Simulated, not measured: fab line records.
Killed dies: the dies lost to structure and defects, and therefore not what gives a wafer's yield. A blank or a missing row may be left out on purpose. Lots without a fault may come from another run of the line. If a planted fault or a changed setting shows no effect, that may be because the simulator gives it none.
Matching of chambers + flow gf180mcu + 3 sister chambers for GF_STI_CVD_23 on hdpcvd-01
The step deposits SiO2, target thk 650 nm, time 108.3 s. 6 wafers are shown with their chamber, then 7 later ones without.

## WAFERS WITH THEIR CHAMBER
| wafer  | chamber | susceptor-temp-C (C) |
|--------|---------|----------------------|
| L749.3 | 2       | 599.93               |
| L752.4 | 2       | 599.99               |
| L752.5 | 1       | 599.85               |
| L752.6 | 0       | 600.01               |
| L757.3 | 1       | 599.71               |
| L757.4 | 0       | 599.96               |

## WAFERS WITH NO CHAMBER GIVEN
| wafer  | susceptor-temp-C (C) |
|--------|----------------------|
| L757.5 | 600.46               |
| L760.2 | 599.55               |
| L760.3 | 599.31               |
| L760.6 | 600.02               |
| L761.2 | 600.43               |
| L761.3 | 599.67               |
| L761.4 | 600.10               |

## THE CHAMBER EACH PASSED THROUGH
| wafer  | from the rows above     | in truth                   |
|--------|-------------------------|----------------------------|
| L757.5 | can't be placed: 0 or 2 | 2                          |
| L760.2 | 1                       | 1                          |
| L760.3 | 1                       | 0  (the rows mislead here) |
| L760.6 | can't be placed: 0 or 2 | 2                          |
| L761.2 | can't be placed: 0 or 2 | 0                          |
| L761.3 | 1                       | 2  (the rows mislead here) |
| L761.4 | can't be placed: 0 or 2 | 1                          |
Placed correctly: 1 of 7. Cannot be placed on the basis of these rows: 4; the candidates contain the true chamber in 3. Placed wrongly: 2.
How it was worked out, from the rows above alone: a wafer's distance from a chamber is the root of the sum, over the readings, of the square of ((its reading less the chamber's mean) divided by the reading's scatter). The wafer belongs to the nearest chamber; if the next one is less than 2 further off, it can't be placed. The mean given for a chamber averages the wafers shown for that chamber. The scatter: take each reading less its chamber's mean, square it, sum over the shown wafers, divide by the number of wafers less the number of chambers, and take the root.
